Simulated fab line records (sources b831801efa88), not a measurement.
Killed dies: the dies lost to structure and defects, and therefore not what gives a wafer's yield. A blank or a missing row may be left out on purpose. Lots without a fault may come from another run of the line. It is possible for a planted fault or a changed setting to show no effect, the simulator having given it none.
fab line records	flow sky130
record: lots: 13	wafers: 39	last_day: 50
route steps=708 shown NWELL@34 VT_ADJUST_HVTP@92 VT_ADJUST_LVTN@106 PAD_OPEN@708
lots with no fault: from the same line, run without faults
start_h: hours from the record's opening day to when the first of the lot's shown wafers began	wait_h: how many hours have passed since the lot's step before this one	" unchanged from the row above	L1.1+2: a single row standing in for several wafers	- value missing, or start not given	* or withheld: withheld	< > ~ a bound
route shown NAME@n: names a module that has steps shown in the file, with the first one's number in the route	usual: average and standard deviation across the fault-free wafers	same: alike in all rows	chamber/n: place in a boat	sites: the reading at each site	_std_site: the values' standard deviation	_edge_site: inner sites' mean taken away from outer sites' mean	radius_mm: how far each site lies from the wafer's centre	mask NAME#n: copy n	behind: the last tool/chamber to shape the wafer	hold: why the lot was held/for how many hours/how that ended	device: the transistor (n, p or np) that didn't switch	end of line: the route-end tests of the same wafers	a step with no rows: only its recipe	killed: not the wafer's yield, but the dies lost to structure and defects at the first sort	map: per-die view of a wafer (x killed, . not killed, _ where there is no die)
set.NAME: the run value of the setting; set.NAME@STEP: its run value at that earlier step	model.NAME: the simulator's own value behind a step, which no gauge read
one table for each step of the route and one row for each wafer, over a sample of lots
services: the hour from which a tool's chamber was out of use, counted from the record's first day as start_h (under 0 if before that day), plus the number of hours and why
== steps ==
step: SKY_NWELL_THK_MEAS_02
recipe: reads: SiO2_of_NWELL_OXIDATION_01
usual: NWELL_OXIDATION_THK: 9.98/0.2
lot.wafer	tool	chamber	start_h	wait_h	NWELL_OXIDATION_THK[nm]
L572.2	film_metro-02	-	35.98	0.0	9.94
L572.3	"	-	"	"	9.86
L572.4	"	-	"	"	9.74
L573.1	film_metro-03	-	41.14	0.0	9.98
L573.4	"	-	"	"	10.08
L573.5	"	-	"	"	9.88
L574.2	film_metro-03	-	46.98	0.0	9.84
L574.3	"	-	"	"	10.03
L574.6	"	-	"	"	9.91
L575.1	film_metro-02	-	52.49	0.0	10.06
L575.4	"	-	"	"	9.82
L575.5	"	-	"	"	9.82
L582.1	film_metro-02	-	87.85	0.0	10.26
L582.3	"	-	"	"	10.30
L582.6	"	-	"	"	10.20
L584.1	film_metro-02	-	97.42	0.0	10.02
L584.3	"	-	"	"	10.18
L584.6	"	-	"	"	9.99
L586.2	film_metro-02	-	112.47	0.0	10.31
L586.5	"	-	"	"	10.41
L586.6	"	-	"	"	10.52
L588.1	film_metro-02	-	120.44	0.0	10.16
L588.2	"	-	"	"	10.06
L588.5	"	-	"	"	9.84
L589.1	film_metro-02	-	123.34	0.0	10.04
L589.2	"	-	"	"	10.04
L589.5	"	-	"	"	9.83
L590.1	film_metro-03	-	128.49	0.0	9.99
L590.3	"	-	"	"	10.29
L590.6	"	-	"	"	10.20
L592.3	film_metro-04	-	140.66	0.0	10.05
L592.4	"	-	"	"	9.95
L592.6	"	-	"	"	9.92
L593.4	film_metro-02	-	144.03	0.0	10.01
L593.5	"	-	"	"	10.07
L593.6	"	-	"	"	10.05
L595.3	film_metro-03	-	157.38	0.0	10.05
L595.5	"	-	"	"	10.18
L595.6	"	-	"	"	10.12
step: SKY_VT_ADJUST_HVTP_CD_MEAS_07
recipe: target_cd_nm: 380
usual: cd_nm: 380.3/2.9
lot.wafer	tool	chamber	start_h	wait_h	cd_nm
L572.2	cd_sem-01	-	121.05	0.1	380.4
L572.3	"	-	"	"	379.1
L572.4	"	-	"	"	379.5
L573.1	cd_sem-01	-	132.43	0.1	384.3
L573.4	"	-	"	"	385.7
L573.5	"	-	"	"	384.9
L574.2	cd_sem-02	-	133.95	0.1	373.0
L574.3	"	-	"	"	374.9
L574.6	"	-	"	"	373.1
L575.1	cd_sem-02	-	141.88	0.1	382.9
L575.4	"	-	"	"	379.6
L575.5	"	-	"	"	380.0
L582.1	cd_sem-02	-	185.83	0.1	379.8
L582.3	"	-	"	"	379.3
L582.6	"	-	"	"	380.1
L584.1	cd_sem-01	-	195.83	0.1	381.0
L584.3	"	-	"	"	383.9
L584.6	"	-	"	"	381.6
L586.2	cd_sem-01	-	212.85	0.1	377.4
L586.5	"	-	"	"	376.6
L586.6	"	-	"	"	376.1
L588.1	cd_sem-01	-	221.18	0.2	381.8
L588.2	"	-	"	"	381.5
L588.5	"	-	"	"	380.4
L589.1	cd_sem-02	-	227.58	0.1	379.8
L589.2	"	-	"	"	376.6
L589.5	"	-	"	"	378.1
L590.1	cd_sem-02	-	232.78	0.1	378.2
L590.3	"	-	"	"	379.1
L590.6	"	-	"	"	378.6
L592.3	cd_sem-01	-	245.02	0.1	380.8
L592.4	"	-	"	"	380.3
L592.6	"	-	"	"	378.3
L593.4	cd_sem-02	-	251.39	0.1	383.6
L593.5	"	-	"	"	383.4
L593.6	"	-	"	"	378.5
L595.3	cd_sem-01	-	267.55	0.1	381.0
L595.5	"	-	"	"	382.1
L595.6	"	-	"	"	379.6
step: SKY_VT_ADJUST_HVTP_IMPLANT_09
recipe: species: As	energy_kev: 150	dose_cm2: 4.3e+12	tilt_deg: withheld
usual: beam_energy_keV: 150.01/0.054
lot.wafer	tool	chamber	start_h	wait_h	beam_energy_keV
L572.2	implanter-03	0	121.21	0.0	150.01
L572.3	"	0	"	"	150.05
L572.4	"	0	"	"	150.05
L573.1	implanter-04	0	132.59	0.0	150.00
L573.4	"	0	"	"	150.01
L573.5	"	0	"	"	150.02
L574.2	implanter-03	0	134.11	0.0	150.02
L574.3	"	0	"	"	149.96
L574.6	"	0	"	"	150.00
L575.1	implanter-04	0	142.04	0.0	150.01
L575.4	"	0	"	"	150.03
L575.5	"	0	"	"	150.04
L582.1	implanter-03	0	185.99	0.0	137.57
L582.3	"	0	"	"	137.51
L582.6	"	0	"	"	137.56
L584.1	implanter-03	0	195.99	0.0	137.52
L584.3	"	0	"	"	137.50
L584.6	"	0	"	"	137.54
L586.2	implanter-02	0	213.01	0.0	149.96
L586.5	"	0	"	"	149.99
L586.6	"	0	"	"	149.99
L588.1	implanter-02	0	221.34	0.0	149.94
L588.2	"	0	"	"	150.01
L588.5	"	0	"	"	150.03
L589.1	implanter-02	0	227.74	0.0	149.99
L589.2	"	0	"	"	149.98
L589.5	"	0	"	"	150.01
L590.1	implanter-02	0	232.94	0.0	150.01
L590.3	"	0	"	"	149.97
L590.6	"	0	"	"	149.95
L592.3	implanter-02	0	245.19	0.1	149.94
L592.4	"	0	"	"	149.96
L592.6	"	0	"	"	149.96
L593.4	implanter-02	0	251.56	0.1	149.98
L593.5	"	0	"	"	149.94
L593.6	"	0	"	"	149.94
L595.3	implanter-02	0	267.72	0.1	150.01
L595.5	"	0	"	"	150.02
L595.6	"	0	"	"	149.99
step: SKY_VT_ADJUST_HVTP_TW_MEAS_11
usual: VT_ADJUST_HVTP_TW: 1347/8.1
lot.wafer	tool	chamber	start_h	wait_h	VT_ADJUST_HVTP_TW
L572.2	film_metro-03	-	121.45	0.1	1350
L572.3	"	-	"	"	1353
L572.4	"	-	"	"	1346
L573.1	film_metro-01	-	132.84	0.1	1346
L573.4	"	-	"	"	1345
L573.5	"	-	"	"	1347
L574.2	film_metro-01	-	134.35	0.1	1343
L574.3	"	-	"	"	1348
L574.6	"	-	"	"	1337
L575.1	film_metro-02	-	142.29	0.1	1346
L575.4	"	-	"	"	1357
L575.5	"	-	"	"	1349
L582.1	film_metro-01	-	186.24	0.1	1302
L582.3	"	-	"	"	1294
L582.6	"	-	"	"	1302
L584.1	film_metro-01	-	196.24	0.1	1307
L584.3	"	-	"	"	1305
L584.6	"	-	"	"	1303
L586.2	film_metro-03	-	213.25	0.1	1358
L586.5	"	-	"	"	1352
L586.6	"	-	"	"	1352
L588.1	film_metro-03	-	221.59	0.1	1350
L588.2	"	-	"	"	1346
L588.5	"	-	"	"	1344
L589.1	film_metro-03	-	227.99	0.1	1359
L589.2	"	-	"	"	1350
L589.5	"	-	"	"	1351
L590.1	film_metro-03	-	233.19	0.1	1349
L590.3	"	-	"	"	1345
L590.6	"	-	"	"	1355
L592.3	film_metro-03	-	245.41	0.1	1357
L592.4	"	-	"	"	1356
L592.6	"	-	"	"	1362
L593.4	film_metro-02	-	251.77	0.1	1337
L593.5	"	-	"	"	1345
L593.6	"	-	"	"	1341
L595.3	film_metro-03	-	267.94	0.1	1352
L595.5	"	-	"	"	1355
L595.6	"	-	"	"	1358
step: SKY_VT_ADJUST_LVTN_STRIP_09
recipe: chemistry: O2/N2	power_w: 1400	pressure_mtorr: 1500	platen_temp_c: withheld	o2_flow_sccm: 3000	n2_flow_sccm: 300	overash_fraction: 0.5
usual: drypump_motor_current_A: 6.1/0.53	oes_product_au: 0.722/0.0043	strip_time_to_endpoint_s: 36.93/0.1
lot.wafer	tool	chamber	start_h	wait_h	drypump_motor_current_A	oes_product_au	rf_hours_counter_h	strip_time_to_endpoint_s
L572.2	plasma_asher-04	0	140.31	0.1	6.5	0.725	31	36.93
L572.3	"	0	"	"	6.6	0.725	-	36.95
L572.4	"	1	"	"	5.8	0.721	-	36.84
L573.1	plasma_asher-04	0	152.75	0.1	6.5	0.727	32	36.96
L573.4	"	1	"	"	5.8	0.723	-	36.98
L573.5	"	1	"	"	5.8	0.721	-	36.93
L574.2	plasma_asher-01	1	153.40	0.1	6.4	0.724	3	36.95
L574.3	"	1	"	"	6.4	0.718	-	36.89
L574.6	"	1	"	"	6.4	0.718	-	36.92
L575.1	plasma_asher-04	0	162.05	0.1	6.5	0.716	33	37.20
L575.4	"	0	"	"	6.5	0.722	-	37.15
L575.5	"	1	"	"	5.8	0.720	-	37.13
L582.1	plasma_asher-02	1	207.02	0.1	5.5	0.715	52	36.85
L582.3	"	0	"	"	6.8	0.712	-	36.81
L582.6	"	1	"	"	5.5	0.720	-	36.81
L584.1	plasma_asher-02	0	217.21	0.1	6.8	0.710	53	36.90
L584.3	"	0	"	"	6.8	0.731	-	36.88
L584.6	"	0	"	"	6.8	0.730	-	36.84
L586.2	plasma_asher-02	0	234.32	0.1	6.7	0.722	55	36.92
L586.5	"	0	"	"	6.7	0.721	-	36.85
L586.6	"	1	"	"	5.5	0.727	-	36.93
L588.1	plasma_asher-04	0	243.95	0.1	6.5	0.726	42	36.99
L588.2	"	1	"	"	5.7	0.716	42	37.02
L588.5	"	0	"	"	6.5	0.722	-	36.93
L589.1	plasma_asher-01	1	249.41	0.1	6.4	0.724	14	36.93
L589.2	"	0	"	"	5.4	0.718	14	36.88
L589.5	"	1	"	"	6.4	0.721	-	36.90
L590.1	plasma_asher-02	1	256.12	0.1	5.5	0.721	56	37.05
L590.3	"	0	"	"	6.8	0.721	-	36.99
L590.6	"	0	"	"	6.8	0.727	-	37.11
L592.3	plasma_asher-04	1	269.64	0.1	5.7	0.727	-	36.86
L592.4	"	0	"	"	6.5	0.722	-	36.85
L592.6	"	1	"	"	5.8	0.716	-	36.97
L593.4	plasma_asher-01	0	275.80	0.1	5.4	0.726	-	36.84
L593.5	"	1	"	"	6.4	0.718	-	36.73
L593.6	"	0	"	"	5.4	0.721	-	36.78
L595.3	plasma_asher-02	0	292.93	0.1	6.8	0.717	-	36.84
L595.5	"	1	"	"	5.5	0.725	-	36.91
L595.6	"	0	"	"	6.8	0.718	-	36.82
step: SKY_PAD_OPEN_PROBE_99
usual: killed_at_M0_to_M3: 43/6.8	killed_at_M4_up: 3.3/1.8	killed_at_contacts: 25/5.9	killed_at_front_end: 16/4.2	killed_at_other: 0.3/0.69	killed_dies: 87/8.6	killed_open: 48/6.3	killed_short: 39/5.3
same: gross_dies: 492	killed_at_back_side: 0
lot.wafer	tool	chamber	start_h	wait_h	killed_at_M0_to_M3	killed_at_M4_up	killed_at_contacts	killed_at_front_end	killed_at_other	killed_dies	killed_open	killed_short
L572.2	prober-02	-	1077.93	0.1	39	4	33	7	0	83	38	44
L572.3	prober-02	-	1077.98	0.2	46	3	30	9	0	88	56	32
L572.4	prober-02	-	1078.03	0.2	49	6	29	12	0	96	60	36
L573.1	prober-01	-	1085.68	0.1	49	5	26	14	0	94	55	39
L573.4	prober-01	-	1085.83	0.2	52	1	17	12	0	82	51	31
L573.5	prober-01	-	1085.88	0.2	51	4	22	16	0	93	50	42
L574.2	prober-02	-	1090.80	0.1	46	4	17	13	0	80	38	41
L574.3	prober-02	-	1090.85	0.2	37	2	31	12	0	82	52	29
L574.6	prober-02	-	1091.00	0.2	39	3	25	18	0	85	47	37
L575.1	prober-01	-	1095.44	0.1	43	5	21	12	0	81	47	34
L575.4	prober-01	-	1095.59	0.2	30	6	28	19	0	83	49	34
L575.5	prober-01	-	1095.64	0.2	33	6	19	15	0	73	34	39
L582.1	prober-01	-	1134.89	0.1	41	8	22	12	1	84	48	36
L582.3	prober-01	-	1134.99	0.2	52	6	19	13	0	90	49	41
L582.6	prober-01	-	1135.14	0.2	52	2	14	14	0	82	50	32
L584.1	prober-01	-	1148.50	0.1	44	4	19	15	0	82	44	36
L584.3	prober-01	-	1148.60	0.2	47	4	18	17	1	87	48	37
L584.6	prober-01	-	1148.75	0.2	45	4	16	21	1	87	47	39
L586.2	prober-01	-	1157.65	0.1	43	4	18	19	1	85	46	39
L586.5	prober-01	-	1157.80	0.2	51	0	29	10	0	90	48	42
L586.6	prober-01	-	1157.85	0.2	50	5	25	16	0	96	55	41
L589.1	prober-02	-	1166.14	0.1	43	4	25	16	1	89	51	38
L589.2	prober-02	-	1166.19	0.1	38	3	30	15	0	86	48	38
L589.5	prober-02	-	1166.34	0.2	37	3	22	15	0	77	50	27
L588.1	prober-02	-	1172.04	0.1	40	1	33	13	0	87	52	34
L588.2	prober-02	-	1172.09	0.1	54	1	19	25	0	99	53	43
L588.5	prober-02	-	1172.24	0.2	35	2	28	17	0	82	43	38
L590.1	prober-01	-	1185.15	0.1	35	4	23	17	0	79	45	34
L590.3	prober-01	-	1185.25	0.2	29	3	16	18	0	66	33	33
L590.6	prober-01	-	1185.40	0.2	42	1	25	20	0	88	48	40
L592.3	prober-01	-	1190.54	0.2	39	2	24	18	0	83	56	27
L592.4	prober-01	-	1190.59	0.2	33	2	24	19	0	78	44	32
L592.6	prober-01	-	1190.69	0.2	37	4	21	9	0	71	37	34
L593.4	prober-01	-	1192.09	0.2	56	7	14	16	0	93	59	34
L593.5	prober-01	-	1192.14	0.2	45	7	19	11	0	82	42	40
L593.6	prober-01	-	1192.19	0.2	38	1	21	24	0	84	45	39
L595.3	prober-02	-	1194.46	0.2	46	2	28	14	0	90	52	38
L595.5	prober-02	-	1194.56	0.2	41	2	29	16	0	88	53	35
L595.6	prober-02	-	1194.61	0.2	46	1	14	14	1	76	45	31
killed by level:class
L572.2 CONTACT:geometric_particle:open=9 VIA3:geometric_particle:open=8 VIA1:geometric_particle:open=8 LI_CONTACT:geometric_particle:short=7 LI_CONTACT:geometric_particle:open=6 METAL2:geometric_particle:short=6 LOCAL_INTERCONNECT:geometric_particle:short=5 CONTACT:geometric_particle:short=5
L572.3 CONTACT:geometric_particle:open=18 VIA1:geometric_particle:open=11 VIA3:geometric_particle:open=9 CONTACT:geometric_particle:short=6 METAL1:geometric_particle:short=6 VIA2:geometric_particle:open=5 LI_CONTACT:geometric_particle:open=4 VIA1:geometric_particle:short=4
L572.4 VIA2:geometric_particle:open=13 CONTACT:geometric_particle:open=12 LI_CONTACT:geometric_particle:open=10 VIA1:geometric_particle:open=8 METAL1:geometric_particle:short=8 VIA3:geometric_particle:short=6 POLY_GATE:geometric_particle:open=4 METAL4:geometric_particle:short=4
L573.1 CONTACT:geometric_particle:open=12 VIA1:geometric_particle:open=11 VIA3:geometric_particle:open=10 POLY_GATE:geometric_particle:short=6 CONTACT:geometric_particle:short=6 METAL2:geometric_particle:short=6 VIA2:geometric_particle:open=6 LI_CONTACT:geometric_particle:open=5
L573.4 VIA2:geometric_particle:open=11 VIA1:geometric_particle:open=10 CONTACT:geometric_particle:open=9 VIA3:geometric_particle:open=9 VIA3:geometric_particle:short=5 VIA1:geometric_particle:short=4 METAL2:geometric_particle:short=4 FIELD_ISO:geometric_particle:short=3
L573.5 VIA1:geometric_particle:open=13 CONTACT:geometric_particle:open=8 VIA3:geometric_particle:open=7 CONTACT:geometric_particle:short=6 FIELD_ISO:geometric_particle:open=5 METAL2:geometric_particle:short=5 VIA2:geometric_particle:open=5 METAL3:geometric_particle:short=5
L574.2 VIA3:geometric_particle:open=8 METAL1:geometric_particle:short=8 VIA1:geometric_particle:short=6 METAL2:geometric_particle:short=6 LI_CONTACT:geometric_particle:open=5 CONTACT:geometric_particle:open=5 VIA1:geometric_particle:open=5 METAL2:geometric_particle:open=4
L574.3 CONTACT:geometric_particle:open=15 VIA1:geometric_particle:open=12 VIA2:geometric_particle:open=7 VIA3:geometric_particle:open=6 LI_CONTACT:geometric_particle:open=5 FIELD_ISO:geometric_particle:short=4 METAL1:geometric_particle:short=4 VIA1:geometric_particle:short=4
L574.6 VIA2:geometric_particle:open=9 LI_CONTACT:geometric_particle:open=8 CONTACT:geometric_particle:open=8 VIA1:geometric_particle:open=8 FIELD_ISO:geometric_particle:short=5 LOCAL_INTERCONNECT:geometric_particle:short=5 METAL1:geometric_particle:short=5 FIELD_ISO:geometric_particle:open=4
L575.1 VIA1:geometric_particle:open=8 METAL2:geometric_particle:short=8 VIA2:geometric_particle:open=7 CONTACT:geometric_particle:open=6 LI_CONTACT:geometric_particle:open=5 LOCAL_INTERCONNECT:geometric_particle:short=4 VIA1:geometric_particle:short=4 FIELD_ISO:geometric_particle:short=3
L575.4 FIELD_ISO:geometric_particle:open=8 CONTACT:geometric_particle:open=8 LI_CONTACT:geometric_particle:open=7 METAL2:geometric_particle:short=7 VIA1:geometric_particle:open=6 CONTACT:geometric_particle:short=5 FIELD_ISO:geometric_particle:short=4 METAL4:geometric_particle:short=4
L575.5 LI_CONTACT:geometric_particle:open=7 FIELD_ISO:geometric_particle:short=5 VIA3:geometric_particle:open=5 FIELD_ISO:geometric_particle:open=4 POLY_GATE:geometric_particle:short=4 VIA1:geometric_particle:open=4 METAL1:geometric_particle:short=4 CONTACT:geometric_particle:open=4
L582.1 VIA1:geometric_particle:open=9 CONTACT:geometric_particle:open=9 METAL4:geometric_particle:short=7 FIELD_ISO:geometric_particle:open=5 VIA2:geometric_particle:open=5 VIA3:geometric_particle:open=5 LI_CONTACT:geometric_particle:short=4 LI_CONTACT:geometric_particle:open=4
L582.3 VIA2:geometric_particle:open=14 METAL2:geometric_particle:short=10 POLY_GATE:geometric_particle:open=7 METAL1:geometric_particle:short=7 LI_CONTACT:geometric_particle:open=6 VIA1:geometric_particle:open=6 CONTACT:geometric_particle:open=6 LI_CONTACT:geometric_particle:short=4
L582.6 CONTACT:geometric_particle:open=8 VIA2:geometric_particle:open=8 VIA1:geometric_particle:open=7 VIA1:geometric_particle:short=7 VIA3:geometric_particle:open=7 METAL1:geometric_particle:short=5 POLY_GATE:geometric_particle:short=4 POLY_GATE:geometric_particle:open=4
L584.1 VIA1:geometric_particle:open=12 CONTACT:geometric_particle:open=9 VIA1:geometric_particle:short=6 METAL2:geometric_particle:short=6 VIA2:geometric_particle:open=6 VIA3:geometric_particle:open=5 FIELD_ISO:geometric_particle:short=4 POLY_GATE:geometric_particle:short=4
L584.3 VIA1:geometric_particle:open=9 VIA2:geometric_particle:open=9 CONTACT:geometric_particle:open=7 FIELD_ISO:geometric_particle:open=6 CONTACT:geometric_particle:short=5 METAL2:geometric_particle:short=5 METAL4:geometric_particle:short=4 LI_CONTACT:geometric_particle:open=4
L584.6 VIA2:geometric_particle:open=10 VIA1:geometric_particle:open=7 FIELD_ISO:geometric_particle:open=6 METAL2:geometric_particle:short=6 VIA1:geometric_particle:short=6 CONTACT:geometric_particle:open=6 METAL1:geometric_particle:short=6 FIELD_ISO:geometric_particle:short=5
L586.2 VIA2:geometric_particle:open=11 VIA1:geometric_particle:open=10 VIA1:geometric_particle:short=9 LI_CONTACT:geometric_particle:open=8 FIELD_ISO:geometric_particle:short=7 CONTACT:geometric_particle:open=5 FIELD_ISO:geometric_particle:open=4 CONTACT:geometric_particle:short=3
L586.5 VIA1:geometric_particle:open=14 CONTACT:geometric_particle:open=14 VIA1:geometric_particle:short=10 LI_CONTACT:geometric_particle:open=8 METAL2:geometric_particle:short=6 METAL1:geometric_particle:short=6 VIA3:geometric_particle:open=5 LI_CONTACT:geometric_particle:short=4
L586.6 VIA1:geometric_particle:open=16 CONTACT:geometric_particle:open=9 LI_CONTACT:geometric_particle:open=8 METAL1:geometric_particle:short=8 VIA1:geometric_particle:short=5 VIA2:geometric_particle:short=5 METAL4:geometric_particle:short=5 FIELD_ISO:geometric_particle:short=4
L589.1 VIA1:geometric_particle:open=14 CONTACT:geometric_particle:open=9 VIA3:geometric_particle:open=8 LI_CONTACT:geometric_particle:open=5 METAL1:geometric_particle:short=5 FIELD_ISO:geometric_particle:short=4 POLY_GATE:geometric_particle:short=4 LOCAL_INTERCONNECT:geometric_particle:short=4
L589.2 LI_CONTACT:geometric_particle:open=12 CONTACT:geometric_particle:open=9 VIA1:geometric_particle:open=9 CONTACT:geometric_particle:short=6 FIELD_ISO:geometric_particle:short=5 VIA2:geometric_particle:short=5 METAL1:geometric_particle:short=4 METAL2:geometric_particle:short=4
L589.5 VIA1:geometric_particle:open=11 CONTACT:geometric_particle:open=10 VIA2:geometric_particle:open=7 POLY_GATE:geometric_particle:open=6 LI_CONTACT:geometric_particle:open=6 VIA2:geometric_particle:short=4 CONTACT:geometric_particle:short=4 METAL1:geometric_particle:short=4
L588.1 VIA1:geometric_particle:open=13 CONTACT:geometric_particle:open=12 LI_CONTACT:geometric_particle:open=8 VIA2:geometric_particle:open=5 CONTACT:geometric_particle:short=5 METAL1:geometric_particle:short=5 VIA1:geometric_particle:short=5 FIELD_ISO:geometric_particle:short=4
L588.2 VIA1:geometric_particle:open=12 METAL1:geometric_particle:short=9 LI_CONTACT:geometric_particle:open=8 POLY_GATE:geometric_particle:open=7 VIA1:geometric_particle:short=7 VIA3:geometric_particle:open=7 VIA2:geometric_particle:open=7 FIELD_ISO:geometric_particle:short=5
L588.5 CONTACT:geometric_particle:open=13 LI_CONTACT:geometric_particle:open=7 VIA1:geometric_particle:open=7 LI_CONTACT:geometric_particle:short=6 VIA3:geometric_particle:open=6 FIELD_ISO:geometric_particle:short=5 FIELD_ISO:geometric_particle:open=4 POLY_GATE:geometric_particle:open=4
L590.1 VIA1:geometric_particle:open=13 CONTACT:geometric_particle:open=8 POLY_GATE:geometric_particle:short=6 LI_CONTACT:geometric_particle:open=6 VIA3:geometric_particle:open=5 FIELD_ISO:geometric_particle:short=4 LOCAL_INTERCONNECT:geometric_particle:short=4 CONTACT:geometric_particle:short=4
L590.3 FIELD_ISO:geometric_particle:short=12 VIA1:geometric_particle:open=7 METAL1:geometric_particle:short=6 VIA2:geometric_particle:open=5 LI_CONTACT:geometric_particle:open=5 CONTACT:geometric_particle:open=5 FIELD_ISO:geometric_particle:open=4 METAL2:geometric_particle:short=4
L590.6 VIA1:geometric_particle:open=15 VIA2:geometric_particle:open=8 CONTACT:geometric_particle:short=8 METAL1:geometric_particle:short=8 LOCAL_INTERCONNECT:geometric_particle:short=7 FIELD_ISO:geometric_particle:open=6 POLY_GATE:geometric_particle:short=5 VIA1:geometric_particle:short=5
L592.3 CONTACT:geometric_particle:open=10 VIA2:geometric_particle:open=10 VIA1:geometric_particle:open=9 LI_CONTACT:geometric_particle:open=8 POLY_GATE:geometric_particle:open=6 METAL2:geometric_particle:short=5 POLY_GATE:geometric_particle:short=4 FIELD_ISO:geometric_particle:open=3
L592.4 CONTACT:geometric_particle:open=11 VIA1:geometric_particle:open=7 VIA2:geometric_particle:open=7 FIELD_ISO:geometric_particle:open=6 LI_CONTACT:geometric_particle:open=6 POLY_GATE:geometric_particle:short=5 METAL2:geometric_particle:short=4 VIA2:geometric_particle:short=4
L592.6 CONTACT:geometric_particle:open=7 VIA2:geometric_particle:open=7 LI_CONTACT:geometric_particle:open=6 VIA1:geometric_particle:open=6 VIA1:geometric_particle:short=5 METAL1:geometric_particle:short=4 METAL2:geometric_particle:short=4 VIA2:geometric_particle:short=4
L593.4 VIA1:geometric_particle:open=18 FIELD_ISO:geometric_particle:open=9 VIA2:geometric_particle:open=7 VIA3:geometric_particle:open=7 METAL2:geometric_particle:short=6 METAL4:geometric_particle:short=6 LI_CONTACT:geometric_particle:open=5 CONTACT:geometric_particle:open=5
L593.5 VIA1:geometric_particle:open=9 CONTACT:geometric_particle:open=7 METAL1:geometric_particle:short=6 FIELD_ISO:geometric_particle:open=5 LI_CONTACT:geometric_particle:open=5 VIA3:geometric_particle:open=5 VIA1:geometric_particle:short=5 METAL4:geometric_particle:short=5
L593.6 LI_CONTACT:geometric_particle:open=8 VIA1:geometric_particle:open=8 FIELD_ISO:geometric_particle:open=7 FIELD_ISO:geometric_particle:short=6 VIA1:geometric_particle:short=6 LI_CONTACT:geometric_particle:short=5 CONTACT:geometric_particle:open=5 VIA3:geometric_particle:open=5
L595.3 CONTACT:geometric_particle:open=19 VIA1:geometric_particle:open=10 METAL3:geometric_particle:short=8 VIA2:geometric_particle:open=7 POLY_GATE:geometric_particle:short=5 VIA1:geometric_particle:short=5 VIA3:geometric_particle:open=5 METAL1:geometric_particle:short=4
L595.5 CONTACT:geometric_particle:open=11 VIA1:geometric_particle:open=9 LI_CONTACT:geometric_particle:open=8 VIA2:geometric_particle:open=7 VIA3:geometric_particle:open=7 METAL2:geometric_particle:short=5 CONTACT:geometric_particle:short=5 FIELD_ISO:geometric_particle:short=4
L595.6 VIA1:geometric_particle:open=11 VIA2:geometric_particle:open=8 VIA3:geometric_particle:open=8 POLY_GATE:geometric_particle:open=5 CONTACT:geometric_particle:open=5 VIA1:geometric_particle:short=5 METAL2:geometric_particle:short=4 METAL3:geometric_particle:short=4
== services ==
tool	chamber	start_h	hours	kind
implanter-03	-	97.94	1.0	repair
plasma_asher-01	-	108.75	9.0	pm
plasma_asher-01	0	108.75	9.0	vent_cycle
plasma_asher-01	1	108.75	9.0	vent_cycle
implanter-03	-	114.21	3.4	repair
plasma_asher-01	0	117.75	-	clean
plasma_asher-01	1	117.75	-	clean
implanter-03	-	140.38	3.2	repair
plasma_asher-01	-	141.60	0.9	repair
implanter-04	-	148.77	6.2	pm
implanter-04	-	168.40	3.9	pm
implanter-03	-	173.75	3.5	pm
plasma_asher-02	-	178.47	14.5	pm
plasma_asher-04	-	248.52	2.8	pm
plasma_asher-01	-	253.36	1.3	repair
implanter-02	-	292.70	2.7	pm
== key ==
first_sign: step: SKY_VT_ADJUST_HVTP_IMPLANT_09	reading: beam_energy_keV	direction: down	sigmas: 99+	usual: *	struck: *
effect: step: SKY_VT_ADJUST_HVTP_TW_MEAS_11	reading: VT_ADJUST_HVTP_TW	direction: down	sigmas: 5.5	usual: 1347	struck: 1302
met_at SKY_VT_ADJUST_HVTP_IMPLANT_09
struck_lots L582,L584
tester_left_out L582,L584
not_acting_at SKY_NWELL_THK_MEAS_02,SKY_VT_ADJUST_HVTP_CD_MEAS_07,SKY_VT_ADJUST_LVTN_STRIP_09
onset_between 134.11 185.99
fault: kind: process_parameter_drift	tool: implanter-03	chamber: -	onset_h: 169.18	steps: SKY_VT_ADJUST_HVTP_IMPLANT_09	channel: energy_kev	offset: *	shape: step	end_h: 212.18	acts_in: *	stated: *
tester_left_out: of these lots the tester's yield and bins aren't shown, on N5 and GAA mostly nor the transistor test; their killed dies are dies lost to structure and defects alone, not to doping, threshold or leakage, so they don't give the yield
